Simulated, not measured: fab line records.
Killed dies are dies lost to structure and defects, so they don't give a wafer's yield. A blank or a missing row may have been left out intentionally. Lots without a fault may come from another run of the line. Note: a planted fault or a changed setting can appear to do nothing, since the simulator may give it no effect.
fab line records ; flow sfqLine
record: lots: 14; wafers: 42; lastDay: 94
route steps=325 shown L0@12 I0@44 M1@71 M3@119
lots with no fault: from the same line, run without faults
startH: hours from the record's opening day to when the first of the lot's shown wafers began ; waitH: hours elapsed since this lot's preceding step ; " same as the row above ; L1.1+2: several wafers, shown together as one row ; - no value, or no start given ; * or withheld: withheld ; < > ~ a bound
route shown NAME@n: names a module that has steps shown in the file, with the first one's number in the route ; usual: the fault-free wafers' mean and standard deviation ; same: alike in all rows ; chamber/n: place in a boat ; sites: the reading at each site ; _std_site: standard deviation across them ; _edge_site: outer sites' mean less inner sites' ; radiusMm: how far each site lies from the wafer's centre ; mask NAME#n: copy n ; behind: the last tool/chamber to shape the wafer ; hold: what put the lot on hold/how long, in hours/how the hold closed ; device: which transistor (n, p or np) failed to switch ; end of line: the tests these same wafers got at the end of their route ; a step with no rows: only its recipe ; killed: at the first sort, the dies lost to defects and structure; wafer yield is something else ; map: a wafer's dies, x killed, . not, _ none there
set.NAME: setting as actually run; set.NAME@STEP: the setting as run at that earlier step ; model.NAME: the simulator's own value behind a step, which no gauge read
one table for each step of the route and one row for each wafer, over a sample of lots
services: from which hour (startH, from the record's first day; less than 0 if before it) a tool's chamber was out of use, for how many hours, and why
== steps ==
step: SFQ_TRILAYER_L0_BARC_OPEN_METAL_ETCH_010
recipe: maskMaterial: PR; chemistry: O2; targetDepthNm: 125; target: BARC; icpW: 600; biasW: 80; pressureMtorr: 10; timeS: 41.7
usual: drypumpMotorCurrentA: 5.8/0.69; oesProductAu: 0.685/0.0044
lot.wafer;tool;chamber;startH;waitH;drypumpMotorCurrentA;oesProductAu;rfHoursCounterH
L856.2;rieMetal-01;0;62.19;0.1;6.5;0.687;41
L856.5;rieMetal-01;0;62.19;0.1;6.5;0.690;-
L856.6;rieMetal-01;1;62.19;0.1;6.2;0.685;-
L857.3;rieMetal-04;0;67.01;0.1;5.6;0.684;-
L857.5;rieMetal-04;0;67.01;0.1;5.6;0.685;-
L857.6;rieMetal-04;1;67.01;0.1;6.6;0.689;-
L858.2;rieMetal-01;0;72.99;0.1;6.5;0.678;44
L858.3;rieMetal-01;0;72.99;0.1;6.5;0.683;-
L858.4;rieMetal-01;1;72.99;0.1;6.2;0.681;-
L859.2;rieMetal-04;1;76.59;0.1;6.5;0.689;136
L859.3;rieMetal-04;1;76.59;0.1;6.6;0.686;-
L859.5;rieMetal-04;0;76.59;0.1;5.6;0.686;-
L861.2;rieMetal-02;1;86.19;0.1;5.3;0.683;31
L861.3;rieMetal-02;1;86.19;0.1;5.3;0.686;-
L861.5;rieMetal-02;1;86.19;0.1;5.2;0.682;-
L862.1;rieMetal-02;0;94.59;0.1;4.7;0.686;62
L862.5;rieMetal-02;1;94.59;0.1;5.2;0.681;-
L862.6;rieMetal-02;0;94.59;0.1;4.6;0.681;-
L864.2;rieMetal-01;1;105.39;0.1;6.2;0.682;55
L864.5;rieMetal-01;0;105.39;0.1;6.5;0.679;-
L864.6;rieMetal-01;1;105.39;0.1;6.2;0.687;-
L865.1;rieMetal-04;1;111.19;0.1;6.6;0.687;143
L865.2;rieMetal-04;0;111.19;0.1;5.6;0.672;10
L865.4;rieMetal-04;1;111.19;0.1;6.6;0.690;-
L866.3;rieMetal-02;1;125.18;0.1;5.2;0.682;-
L866.4;rieMetal-02;0;125.18;0.1;4.6;0.682;-
L866.6;rieMetal-02;0;125.18;0.1;4.7;0.688;-
L867.4;rieMetal-01;1;129.53;0.1;6.2;0.687;-
L867.5;rieMetal-01;1;129.53;0.1;6.2;0.692;-
L867.6;rieMetal-01;0;129.53;0.1;6.6;0.687;-
L868.1;rieMetal-04;1;135.51;0.1;6.5;0.678;147
L868.2;rieMetal-04;0;135.51;0.1;5.6;0.688;14
L868.5;rieMetal-04;0;135.51;0.1;5.6;0.682;-
L870.2;rieMetal-01;0;143.91;0.1;6.5;0.684;55
L870.3;rieMetal-01;0;143.91;0.1;6.5;0.686;-
L870.4;rieMetal-01;1;143.91;0.1;6.2;0.691;-
L874.1;rieMetal-04;0;170.13;0.1;5.6;0.678;21
L874.2;rieMetal-04;1;170.13;0.1;6.6;0.685;154
L874.6;rieMetal-04;0;170.13;0.1;5.6;0.686;-
L878.1;rieMetal-04;1;191.83;0.1;6.6;0.681;158
L878.5;rieMetal-04;0;191.83;0.1;5.6;0.693;-
L878.6;rieMetal-04;1;191.83;0.1;6.6;0.686;-
step: SFQ_TRILAYER_I0_CMP_CMP_028
recipe: material: SiO2; downForcePsi: 3; platenRpm: 60; padVelocityMS: 0.94248
usual: motorCurrentA: 10.2/0.9; platenRpm: 60.00/0.039; retainingRingPressureFrac: 0.999/0.0046; timeToEndpointS: 212/8.8
lot.wafer;tool;chamber;startH;waitH;motorCurrentA;platenRpm;retainingRingPressureFrac;timeToEndpointS
L856.2;cmp-01;1;138.68;1.4;11.8;60.06;0.999;201
L856.5;cmp-01;1;140.68;3.4;11.9;60.01;1.003;214
L856.6;cmp-01;2;140.68;3.4;9.8;60.02;1.000;224
L857.3;cmp-02;2;147.74;3.3;9.5;60.01;1.003;216
L857.6;cmp-02;1;149.24;4.7;10.6;60.03;1.001;206
L857.5;cmp-02;2;149.24;4.7;9.1;59.91;1.003;212
L858.3;cmp-02;3;150.74;2.7;10.3;59.96;1.002;201
L858.4;cmp-02;0;150.74;2.7;10.2;59.98;1.001;218
L858.2;cmp-02;1;150.74;2.7;10.7;59.98;0.995;199
L859.3;cmp-01;2;151.73;0.0;10.1;59.92;0.995;219
L859.2;cmp-01;0;152.73;1.1;8.5;59.98;1.006;211
L859.5;cmp-01;3;154.23;2.5;9.7;60.02;1.006;202
L861.3;cmp-01;2;164.23;1.8;9.8;59.99;0.997;210
L861.2;cmp-01;0;165.23;2.8;8.9;59.97;0.989;204
L861.5;cmp-01;2;166.23;3.7;10.6;60.03;1.004;214
L862.1;cmp-02;0;174.74;5.1;10.3;59.95;0.992;214
L862.5;cmp-02;3;176.24;6.5;10.4;59.94;1.005;216
L862.6;cmp-02;0;176.24;6.5;10.3;60.04;0.993;229
L864.2;cmp-02;2;184.74;3.1;9.7;60.02;0.997;209
L864.6;cmp-02;3;184.74;3.1;11.0;60.03;0.998;219
L864.5;cmp-02;0;184.74;3.1;10.4;60.01;0.996;213
L865.4;cmp-01;2;187.59;1.1;10.3;60.03;0.997;226
L865.1;cmp-01;3;187.59;1.1;9.9;60.02;0.995;211
L865.2;cmp-01;0;187.59;1.1;9.0;59.96;1.002;202
L866.4;cmp-02;3;212.72;0.5;10.3;60.06;0.997;219
L866.3;cmp-02;2;214.22;2.0;8.7;59.99;0.998;217
L866.6;cmp-02;0;215.22;3.0;10.2;60.07;0.996;225
L867.4;cmp-02;0;220.22;3.2;10.2;60.00;1.003;218
L867.6;cmp-02;1;220.22;3.2;10.9;60.06;1.007;206
L867.5;cmp-02;2;220.22;3.2;9.4;59.98;1.000;217
L868.1;cmp-02;3;224.72;1.7;10.6;60.04;1.004;211
L868.2;cmp-02;0;224.72;1.7;10.4;60.00;1.003;216
L868.5;cmp-02;3;226.72;3.7;10.2;59.97;0.997;215
L870.3;cmp-02;0;240.72;3.6;10.0;59.98;1.006;224
L870.2;cmp-02;1;240.72;3.6;11.5;59.94;0.997;206
L870.4;cmp-02;3;242.22;5.1;10.1;59.99;1.006;221
L874.1;cmp-02;0;271.79;1.1;9.5;54.06;1.001;223
L874.2;cmp-02;3;273.29;2.6;9.8;53.96;0.990;220
L874.6;cmp-02;1;274.29;3.5;11.1;53.98;0.999;219
L878.1;cmp-02;0;303.90;10.6;10.1;53.99;0.998;232
L878.6;cmp-02;1;303.90;10.6;10.8;53.99;0.990;216
L878.5;cmp-02;2;303.90;10.6;8.6;54.01;0.996;238
step: SFQ_TRILAYER_M1_STRIP_STRIP_043
recipe: gas: O2; powerW: 200; platenTempC: 40; overashFraction: 0.65; chemistry: O2; pressureMtorr: 50
usual: drypumpMotorCurrentA: 5.6/0.73; oesProductAu: 0.999/0.0084
lot.wafer;tool;chamber;startH;waitH;drypumpMotorCurrentA;oesProductAu;rfHoursCounterH
L856.2;rieMetal-04;1;231.34;0.1;6.6;0.996;165
L856.5;rieMetal-04;1;231.34;0.1;6.6;1.000;-
L856.6;rieMetal-04;0;231.34;0.1;5.6;1.010;-
L857.3;rieMetal-02;0;241.14;0.2;4.6;0.998;-
L857.5;rieMetal-02;0;241.14;0.2;4.6;0.993;-
L857.6;rieMetal-02;1;241.14;0.2;5.2;0.993;-
L858.2;rieMetal-02;0;249.34;0.1;4.6;1.003;92
L858.3;rieMetal-02;1;249.34;0.1;5.2;0.999;-
L858.4;rieMetal-02;0;249.34;0.1;4.6;0.996;-
L859.2;rieMetal-04;1;256.54;0.1;6.6;0.999;170
L859.3;rieMetal-04;1;256.54;0.1;6.6;0.990;-
L859.5;rieMetal-04;1;256.54;0.1;6.6;0.994;-
L861.2;rieMetal-01;1;266.14;0.1;6.2;1.003;82
L861.3;rieMetal-01;0;266.14;0.1;6.6;0.991;-
L861.5;rieMetal-01;1;266.14;0.1;6.2;0.996;-
L862.1;rieMetal-02;0;279.34;0.1;4.6;0.996;98
L862.5;rieMetal-02;0;279.34;0.1;4.6;0.985;-
L862.6;rieMetal-02;1;279.34;0.1;5.2;0.995;-
L864.2;rieMetal-02;1;286.54;0.1;5.2;0.998;68
L864.5;rieMetal-02;1;286.54;0.1;5.2;1.006;-
L864.6;rieMetal-02;0;286.54;0.1;4.6;1.003;-
L865.1;rieMetal-01;0;291.34;0.1;6.6;0.980;80
L865.2;rieMetal-01;1;291.34;0.1;6.2;0.998;86
L865.4;rieMetal-01;1;291.34;0.1;6.2;1.003;-
L866.3;rieMetal-02;1;315.84;0.2;5.3;0.997;-
L866.4;rieMetal-02;0;315.84;0.2;4.6;0.997;-
L866.6;rieMetal-02;0;315.84;0.2;4.6;1.000;-
L867.4;rieMetal-04;1;321.84;0.2;6.5;0.995;-
L867.5;rieMetal-04;1;321.84;0.2;6.5;0.993;-
L867.6;rieMetal-04;0;321.84;0.2;5.6;1.008;-
L868.1;rieMetal-01;0;328.84;0.1;6.6;0.990;87
L868.2;rieMetal-01;1;328.84;0.1;6.2;1.014;93
L868.5;rieMetal-01;1;328.84;0.1;6.2;1.014;-
L870.2;rieMetal-01;0;340.84;0.1;6.5;0.998;89
L870.3;rieMetal-01;0;340.84;0.1;6.5;1.002;-
L870.4;rieMetal-01;1;340.84;0.1;6.1;1.013;-
L874.1;rieMetal-02;0;384.62;0.1;4.6;1.014;117
L874.2;rieMetal-02;1;384.62;0.1;5.2;1.002;85
L874.6;rieMetal-02;1;384.62;0.1;5.2;1.000;-
L878.1;rieMetal-04;0;420.16;0.1;5.6;1.000;67
L878.5;rieMetal-04;1;420.16;0.1;6.6;0.994;-
L878.6;rieMetal-04;0;420.16;0.1;5.6;0.994;-
step: SFQ_TRILAYER_M3_DEP_SPUTTER_073
recipe: material: Nb; basePressurePa: 1.33e-06; chamberPressurePa: 0.1333; substrateTempC: 20; resputterCathodeVoltageV: 400; targetThkNm: 200; powerW: 2000; timeS: 133.3
usual: throttleValvePct: 29.9/0.91
lot.wafer;tool;chamber;startH;waitH;throttleValvePct
L856.2;pvdSputter-04;-;490.63;0.0;30.6
L856.5;pvdSputter-04;-;490.63;0.0;28.8
L856.6;pvdSputter-04;-;490.63;0.0;28.3
L857.3;pvdSputter-03;-;500.23;0.0;29.5
L857.5;pvdSputter-03;-;500.23;0.0;29.2
L857.6;pvdSputter-03;-;500.23;0.0;29.8
L858.2;pvdSputter-05;-;517.03;0.0;30.6
L858.3;pvdSputter-05;-;517.03;0.0;29.4
L858.4;pvdSputter-05;-;517.03;0.0;32.1
L859.2;pvdSputter-05;-;526.63;0.0;31.8
L859.3;pvdSputter-05;-;526.63;0.0;30.4
L859.5;pvdSputter-05;-;526.63;0.0;30.2
L861.2;pvdSputter-03;-;544.39;0.0;29.5
L861.3;pvdSputter-03;-;544.39;0.0;30.0
L861.5;pvdSputter-03;-;544.39;0.0;30.2
L862.1;pvdSputter-05;-;558.79;0.0;30.4
L862.5;pvdSputter-05;-;558.79;0.0;30.2
L862.6;pvdSputter-05;-;558.79;0.0;29.5
L864.2;pvdSputter-05;-;583.96;0.0;31.6
L864.5;pvdSputter-05;-;583.96;0.0;32.0
L864.6;pvdSputter-05;-;583.96;0.0;30.6
L865.1;pvdSputter-04;-;601.96;0.0;30.7
L865.2;pvdSputter-04;-;601.96;0.0;28.1
L865.4;pvdSputter-04;-;601.96;0.0;28.8
L866.3;pvdSputter-04;-;619.96;0.0;30.5
L866.4;pvdSputter-04;-;619.96;0.0;28.7
L866.6;pvdSputter-04;-;619.96;0.0;30.6
L867.4;pvdSputter-05;-;624.76;0.0;29.5
L867.5;pvdSputter-05;-;624.76;0.0;29.4
L867.6;pvdSputter-05;-;624.76;0.0;30.0
L868.1;pvdSputter-03;-;636.76;0.0;29.2
L868.2;pvdSputter-03;-;636.76;0.0;29.5
L868.5;pvdSputter-03;-;636.76;0.0;30.3
L870.2;pvdSputter-03;-;643.96;0.0;29.1
L870.3;pvdSputter-03;-;643.96;0.0;29.3
L870.4;pvdSputter-03;-;643.96;0.0;30.0
L874.1;pvdSputter-04;-;682.69;0.0;28.0
L874.2;pvdSputter-04;-;682.69;0.0;30.6
L874.6;pvdSputter-04;-;682.69;0.0;28.1
L878.1;pvdSputter-03;-;705.50;0.0;29.5
L878.5;pvdSputter-03;-;705.50;0.0;30.2
L878.6;pvdSputter-03;-;705.50;0.0;29.4
== services ==
tool;chamber;startH;hours;kind
cmp-02;-;80.61;2.5;repair
rieMetal-02;1;114.82;10.3;repair
cmp-02;-;117.62;2.6;pm
rieMetal-01;-;149.82;0.7;repair
pvdSputter-05;-;151.47;0.9;repair
rieMetal-04;0;204.06;15.5;repair
rieMetal-01;-;223.73;14.6;pm
cmp-02;-;236.72;4.0;pm
cmp-02;-;256.53;1.5;repair
rieMetal-04;-;354.14;0.6;repair
cmp-02;-;357.25;2.1;repair
rieMetal-02;1;386.16;1.8;repair
rieMetal-04;1;412.99;4.2;repair
rieMetal-01;-;439.05;1.4;pm
cmp-02;-;487.02;5.3;pm
rieMetal-01;-;488.70;2.8;repair
rieMetal-04;1;496.25;18.4;repair
cmp-02;-;501.67;2.2;repair
rieMetal-04;-;532.80;2.8;pm
rieMetal-04;-;553.75;1.4;pm
cmp-02;-;579.31;4.0;pm
cmp-02;-;583.31;4.2;pm
rieMetal-04;1;587.62;3.4;repair
cmp-02;-;692.89;0.3;repair
== key ==
firstSign: step: SFQ_TRILAYER_I0_CMP_CMP_028; reading: platenRpm; direction: down; sigmas: 99+; usual: 60.00; struck: 54.00
effect none on later readings
metAt SFQ_TRILAYER_I0_CMP_CMP_028
struckLots L874,L878
notActingAt SFQ_TRILAYER_L0_BARC_OPEN_METAL_ETCH_010,SFQ_TRILAYER_M1_STRIP_STRIP_043,SFQ_TRILAYER_M3_DEP_SPUTTER_073
onsetBetween 240.72 271.79
fault: kind: processParameterDrift; tool: cmp-02; chamber: -; onsetH: 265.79; steps: SFQ_TRILAYER_I0_CMP_CMP_028; channel: platenRpm; offset: -6; shape: step; endH: 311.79; actsIn: theseRecipesOnly; stated: 60
